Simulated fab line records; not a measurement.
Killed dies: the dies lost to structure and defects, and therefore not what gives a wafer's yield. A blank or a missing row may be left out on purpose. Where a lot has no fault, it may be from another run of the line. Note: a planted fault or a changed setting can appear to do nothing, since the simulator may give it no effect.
Which of the tools did it?    flow sky130    7 lots, 21 wafers sampled, at 2 steps of a route of 708

## WHAT THE GAUGES SHOWED, per wafer
SKY_CONTACT_CD_MEAS_14: target cd 170 nm.
lot   measured      on         cd nm (nm)
L303  day 34 17:25  cd sem-02  171.0 170.3 169.9
L305  day 35 09:34  cd sem-01  169.6 171.7 170.6
L306  day 35 18:44  cd sem-02  171.4 171.5 170.9
L311  day 37 21:49  cd sem-01  170.0 170.2 171.0
L312  day 38 10:05  cd sem-01  170.5 169.6 170.2
L314  day 38 23:15  cd sem-01  169.6 170.3 169.6
L316  day 39 19:22  cd sem-01  171.1 170.0 170.6

## WHICH TOOL RAN EACH LOT (tool, then ch and the chambers of the sampled wafers, then the start)
lot   SKY_LDD_LDN_CLEAN_14
L303  wet bench-01 ch 3, day 26 11:37
L305  wet bench-03 ch 0, day 27 07:30
L306  wet bench-03 ch 2, day 27 16:11
L311  wet bench-03 ch 3, day 29 20:28
L312  wet bench-02 ch 1, day 30 11:24
L314  wet bench-03 ch 1, day 31 00:17
L316  wet bench-03 ch 1, day 31 10:08
- SKY_LDD_LDN_CLEAN_14: cleans in SC1/SC2, time 150 s.

## THE ANSWER, worked out from the rows above alone
Rule: what is usual is taken from the lots themselves. The widest of any qualifying gaps counts: lots, ordered by their means at a reading, are off when they make up no more than a third of the lots, leave a main group of 4 or more, and stand apart from it by 3 or more times the standard deviation of that group's means. The tables above print the reading to a certain number of digits; a main group whose means all agree to those digits is not used. A lot without any number at a reading at which 4 lots or more have one is off too. All remaining lots with rows at the step are treated as sound.
None of the lots is off at any reading shown; this tells nothing.

## WHAT THE SIMULATOR HAD PUT IN
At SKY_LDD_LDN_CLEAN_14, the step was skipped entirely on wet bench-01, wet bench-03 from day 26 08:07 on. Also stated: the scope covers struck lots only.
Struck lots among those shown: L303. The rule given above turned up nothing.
